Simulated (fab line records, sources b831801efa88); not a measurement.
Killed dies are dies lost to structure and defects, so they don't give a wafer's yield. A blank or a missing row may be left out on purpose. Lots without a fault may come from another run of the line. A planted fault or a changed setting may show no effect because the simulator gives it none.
fab line records | flow gf180mcu
record lots=14 wafers=42 last_day=34
route steps=602 shown MVSD@75 CONTACT@302 V2@404 M4@456
lots that met no fault: from a run of the same line without faults
start_h: hours from the record's first day to the start of the lot's first wafer shown | wait_h: hours since the lot's step before | " the same as in the row above | L1.1+2: a row that stands for several wafers | - no value, or no start given | * or withheld: withheld | < > ~ a bound
route shown NAME@n: a module of which the file shows steps, and the number in the route of the first | usual: mean/standard deviation of fault-free wafers | same: alike in all rows | chamber/n: place in a boat | sites: the reading at each site | _std_site: their standard deviation | _edge_site: outer sites' mean less inner sites' | radius_mm: how far each site lies from the wafer's centre | mask NAME#n: copy n | behind: the tool/chamber that last shaped the wafer | hold: why the lot was held/for how many hours/how that ended | device: the transistor (n, p or np) that didn't switch | end of line: the same wafers' tests at the end of the route | a step without rows: its recipe alone | killed: dies lost to structure and defects at the first sort, not the wafer's yield | map: a wafer's dies, x killed, . not, _ none there
set.NAME: the setting as run; set.NAME@STEP: as run at that earlier step | model.NAME: the simulator's own value behind a step, which no gauge read
steps of the route over a sample of lots; a table a step, a row a wafer
services: from which hour (start_h, from the record's first day; less than 0 if before it) a tool's chamber was out of use, for how many hours, and why
## steps
# step GF_MVSD_IMPLANT_09
# recipe species=P energy_kev=100 dose_cm2=5e+12 tilt_deg=0
# usual dose_ions_cm2=5e+12/5.1e+09 faraday_current_uA=28.2/0.59
# columns lot.wafer tool chamber start_h wait_h dose_ions_cm2 faraday_current_uA
L203.1 implanter-02 0 82.17 0.1 4.991e+12 28.4
L203.3 " 0 " " 4.996e+12 28.2
L203.6 " 0 " " 4.996e+12 28.7
L205.2 implanter-02 0 92.99 0.1 4.996e+12 28.4
L205.4 " 0 " " 5.001e+12 27.9
L205.6 " 0 " " 5.001e+12 27.4
L206.1 implanter-04 0 98.87 0.1 5.012e+12 29.1
L206.2 " 0 " " 5e+12 29.0
L206.3 " 0 " " 5.005e+12 27.8
L207.2 implanter-02 0 104.30 0.1 4.997e+12 27.5
L207.5 " 0 " " 4.991e+12 28.2
L207.6 " 0 " " 4.999e+12 29.1
L208.2 implanter-03 0 111.78 0.1 4.998e+12 27.7
L208.3 " 0 " " 4.998e+12 27.7
L208.6 " 0 " " 5.007e+12 28.0
L211.1 implanter-03 0 127.97 0.1 5.003e+12 27.9
L211.3 " 0 " " 4.996e+12 29.1
L211.5 " 0 " " 5e+12 28.8
L212.2 implanter-02 0 135.55 0.1 4.997e+12 27.6
L212.4 " 0 " " 4.992e+12 28.3
L212.5 " 0 " " 4.994e+12 28.1
L214.1 implanter-03 0 149.37 0.1 5.001e+12 28.9
L214.3 " 0 " " 5e+12 27.9
L214.6 " 0 " " 4.997e+12 28.5
L215.1 implanter-03 0 153.76 0.1 5.509e+12 30.9
L215.4 " 0 " " 5.506e+12 31.1
L215.5 " 0 " " 5.507e+12 31.2
L217.1 implanter-04 0 163.56 0.1 5.006e+12 28.8
L217.3 " 0 " " 5.006e+12 27.8
L217.4 " 0 " " 5.008e+12 28.1
L220.2 implanter-03 0 183.05 0.1 5.5e+12 30.7
L220.4 " 0 " " 5.514e+12 31.4
L220.5 " 0 " " 5.504e+12 31.4
L224.4 implanter-02 0 203.99 0.1 4.997e+12 28.5
L224.5 " 0 " " 4.993e+12 29.4
L224.6 " 0 " " 4.997e+12 28.3
L225.3 implanter-02 0 210.27 0.1 5e+12 28.4
L225.4 " 0 " " 4.997e+12 28.4
L225.5 " 0 " " 5e+12 28.1
L226.2 implanter-04 0 216.60 0.1 5.005e+12 27.8
L226.4 " 0 " " 5.005e+12 28.2
L226.5 " 0 " " 4.995e+12 27.9
# step GF_VT_IMPLANT_RS_MEAS_46
# recipe thk_meas_gauge=four-point-probe
# usual MVSD_RS=456.6/1.1
# columns lot.wafer tool chamber start_h wait_h MVSD_RS[ohm/sq]
L203.1 film_metro-03 - 157.72 0.1 457.6
L203.3 " - " " 458.3
L203.6 " - " " 455.8
L205.2 film_metro-04 - 169.85 0.1 456.2
L205.4 " - " " 453.7
L205.6 " - " " 455.6
L206.1 film_metro-04 - 177.52 0.1 454.9
L206.2 " - " " 455.6
L206.3 " - " " 455.2
L207.2 film_metro-01 - 183.74 0.1 455.8
L207.5 " - " " 456.3
L207.6 " - " " 456.4
L208.2 film_metro-01 - 190.74 0.1 456.6
L208.3 " - " " 458.1
L208.6 " - " " 456.3
L211.1 film_metro-01 - 211.62 0.1 456.5
L211.3 " - " " 457.7
L211.5 " - " " 455.4
L212.2 film_metro-03 - 217.75 0.1 459.0
L212.4 " - " " 457.2
L212.5 " - " " 456.9
L214.1 film_metro-03 - 234.23 0.1 456.1
L214.3 " - " " 457.2
L214.6 " - " " 459.2
L215.1 film_metro-03 - 238.62 0.1 451.0
L215.4 " - " " 451.3
L215.5 " - " " 451.3
L217.1 film_metro-01 - 249.50 0.1 456.3
L217.3 " - " " 457.1
L217.4 " - " " 457.7
L220.2 film_metro-03 - 270.45 0.1 450.2
L220.4 " - " " 451.6
L220.5 " - " " 450.5
L224.4 film_metro-03 - 292.49 0.1 456.0
L224.5 " - " " 457.5
L224.6 " - " " 456.7
L225.3 film_metro-01 - 300.66 0.1 454.8
L225.4 " - " " 455.5
L225.5 " - " " 454.7
L226.2 film_metro-01 - 307.54 0.1 455.8
L226.4 " - " " 455.6
L226.5 " - " " 455.2
# step GF_CONTACT_OVL_MEAS_15
# usual CONTACT_OVL=2/5.3
# columns lot.wafer tool chamber start_h wait_h CONTACT_OVL[nm]
L203.1 overlay-02 - 355.59 0.1 5
L203.3 " - " " 5
L203.6 " - " " 10
L205.2 overlay-02 - 368.25 0.1 3
L205.4 " - " " 6
L205.6 " - " " 3
L206.1 overlay-02 - 384.89 0.1 -8
L206.2 " - " " -5
L206.3 " - " " 3
L207.2 overlay-01 - 392.46 0.1 7
L207.5 " - " " 9
L207.6 " - " " 4
L208.2 overlay-02 - 405.59 0.1 -2
L208.3 " - " " 3
L208.6 " - " " -1
L211.1 overlay-02 - 444.80 0.1 -5
L211.3 " - " " -1
L211.5 " - " " 2
L212.2 overlay-01 - 453.31 0.1 9
L212.4 " - " " 10
L212.5 " - " " 9
L214.1 overlay-02 - 477.54 0.1 8
L214.3 " - " " 1
L214.6 " - " " 0
L215.1 overlay-02 - 478.44 0.1 8
L215.4 " - " " 3
L215.5 " - " " 7
L217.1 overlay-02 - 499.19 0.1 0
L217.3 " - " " 4
L217.4 " - " " -5
L220.2 overlay-02 - 515.94 0.1 6
L220.4 " - " " 2
L220.5 " - " " 3
L224.4 overlay-02 - 539.30 0.1 5
L224.5 " - " " 3
L224.6 " - " " 7
L225.3 overlay-01 - 547.31 0.1 -1
L225.4 " - " " 7
L225.5 " - " " 1
L226.2 overlay-02 - 556.06 0.1 -1
L226.4 " - " " 9
L226.5 " - " " 3
# step GF_V2_SPUTTER_22
# recipe material=TiN target_thk_nm=10 chamber_pressure_pa=5 power_w=4000 time_s=40
# usual throttle_valve_pct=29.9/1.3
# columns lot.wafer tool chamber start_h wait_h throttle_valve_pct
L203.1 pvd_sputter-02 - 456.26 0.0 29.6
L203.3 " - " " 30.6
L203.6 " - " " 31.2
L205.2 pvd_sputter-02 - 470.75 0.0 29.3
L205.4 " - " " 29.6
L205.6 " - " " 31.0
L206.1 pvd_sputter-04 - 488.16 0.0 30.8
L206.2 " - " " 30.0
L206.3 " - " " 29.7
L207.2 pvd_sputter-03 - 494.69 0.0 29.6
L207.5 " - " " 30.0
L207.6 " - " " 27.2
L208.2 pvd_sputter-02 - 509.12 0.0 29.8
L208.3 " - " " 30.7
L208.6 " - " " 29.2
L211.1 pvd_sputter-03 - 551.21 0.0 32.0
L211.3 " - " " 30.2
L211.5 " - " " 26.8
L212.2 pvd_sputter-02 - 554.05 0.0 29.3
L212.4 " - " " 29.2
L212.5 " - " " 31.1
L214.1 pvd_sputter-03 - 575.45 0.0 29.7
L214.3 " - " " 27.0
L214.6 " - " " 29.9
L215.1 pvd_sputter-02 - 576.42 0.0 29.0
L215.4 " - " " 29.3
L215.5 " - " " 30.8
L217.1 pvd_sputter-04 - 595.95 0.0 29.8
L217.3 " - " " 30.6
L217.4 " - " " 29.5
L220.2 pvd_sputter-03 - 612.10 0.0 27.0
L220.4 " - " " 30.0
L220.5 " - " " 30.0
L224.4 pvd_sputter-02 - 631.53 0.0 30.8
L224.5 " - " " 29.5
L224.6 " - " " 29.1
L225.3 pvd_sputter-04 - 638.95 0.0 29.8
L225.4 " - " " 30.7
L225.5 " - " " 29.6
L226.2 pvd_sputter-02 - 647.63 0.0 30.8
L226.4 " - " " 29.4
L226.5 " - " " 29.0
# step GF_M4_SPUTTER_00
# recipe material=Ti target_thk_nm=37.5 arriving_ion_energy_ev=80 substrate_temp_c=200 chamber_pressure_pa=2 power_w=4000 time_s=150
# usual throttle_valve_pct=29.9/0.77
# columns lot.wafer tool chamber start_h wait_h throttle_valve_pct
L203.1 pvd_sputter-01 - 507.59 0.1 31.1
L203.3 " - " " 29.0
L203.6 " - " " 30.8
L205.2 pvd_sputter-01 - 521.15 0.1 28.9
L205.4 " - " " 28.9
L205.6 " - " " 29.0
L206.1 pvd_sputter-01 - 539.40 0.1 29.6
L206.2 " - " " 28.9
L206.3 " - " " 31.0
L207.2 pvd_sputter-04 - 544.29 0.1 30.4
L207.5 " - " " 30.5
L207.6 " - " " 29.8
L208.2 pvd_sputter-02 - 557.99 0.1 31.0
L208.3 " - " " 30.7
L208.6 " - " " 29.0
L211.1 pvd_sputter-01 - 598.03 0.1 28.9
L211.3 " - " " 29.1
L211.5 " - " " 30.9
L212.2 pvd_sputter-01 - 602.71 0.2 29.2
L212.4 " - " " 29.5
L212.5 " - " " 29.1
L214.1 pvd_sputter-04 - 621.06 0.1 30.8
L214.3 " - " " 29.8
L214.6 " - " " 29.3
L215.1 pvd_sputter-01 - 622.69 0.1 29.6
L215.4 " - " " 30.9
L215.5 " - " " 29.0
L217.1 pvd_sputter-04 - 642.92 0.1 29.6
L217.3 " - " " 29.8
L217.4 " - " " 30.7
L220.2 pvd_sputter-04 - 656.49 0.1 29.3
L220.4 " - " " 30.4
L220.5 " - " " 29.8
L224.4 pvd_sputter-01 - 675.15 0.1 30.6
L224.5 " - " " 30.9
L224.6 " - " " 29.1
L225.3 pvd_sputter-01 - 680.94 0.2 29.0
L225.4 " - " " 30.8
L225.5 " - " " 28.9
L226.2 pvd_sputter-01 - 690.39 0.2 29.6
L226.4 " - " " 28.6
L226.5 " - " " 29.0
## services
# columns tool chamber start_h hours kind
pvd_sputter-04 - 108.15 7.0 repair
pvd_sputter-01 - 114.86 3.9 repair
implanter-02 - 133.53 1.0 repair
implanter-02 - 142.52 1.1 repair
pvd_sputter-04 - 165.92 2.0 repair
pvd_sputter-04 - 183.41 75.6 repair
pvd_sputter-04 - 206.43 1.4 repair
implanter-02 - 279.02 1.5 repair
implanter-02 - 292.07 6.0 pm
pvd_sputter-01 - 364.81 24.3 repair
implanter-02 - 370.83 4.5 pm
pvd_sputter-02 - 382.14 3.5 repair
pvd_sputter-04 - 425.58 45.5 repair
implanter-02 - 436.93 0.9 repair
implanter-02 - 442.24 5.0 repair
implanter-02 - 548.46 1.3 repair
pvd_sputter-04 - 551.40 26.9 repair
implanter-02 - 596.89 1.4 repair
implanter-02 - 604.71 8.2 repair
pvd_sputter-02 - 613.53 2.4 repair
pvd_sputter-01 - 618.09 3.5 repair
pvd_sputter-01 - 618.23 0.8 repair
pvd_sputter-01 - 633.40 8.5 repair
implanter-02 - 664.04 4.7 repair
## key
first_sign step=GF_MVSD_IMPLANT_09 reading=dose_ions_cm2 direction=up sigmas=99+ usual=5e+12 struck=5.507e+12
effect step=GF_MVSD_IMPLANT_09 reading=faraday_current_uA direction=up sigmas=4.9 usual=28.2 struck=31.1
effect step=GF_VT_IMPLANT_RS_MEAS_46 reading=MVSD_RS direction=down sigmas=5 usual=456.6 struck=451.0
met_at GF_MVSD_IMPLANT_09
struck_lots L215,L220
tester_left_out L215,L220
not_acting_at GF_CONTACT_OVL_MEAS_15,GF_V2_SPUTTER_22,GF_M4_SPUTTER_00
onset_between 149.37 153.76
fault kind=process_parameter_drift tool=implanter-03 chamber=- onset_h=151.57 steps=GF_MVSD_IMPLANT_09 channel=dose_cm2 offset=5.0365e+11 shape=step end_h=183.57 acts_in=these_recipes_only stated=5e+12
# tester_left_out: of these lots the tester's yield and bins aren't shown, on N5 and GAA mostly nor the transistor test; their killed dies are dies lost to structure and defects alone, not to doping, threshold or leakage, so they don't give the yield
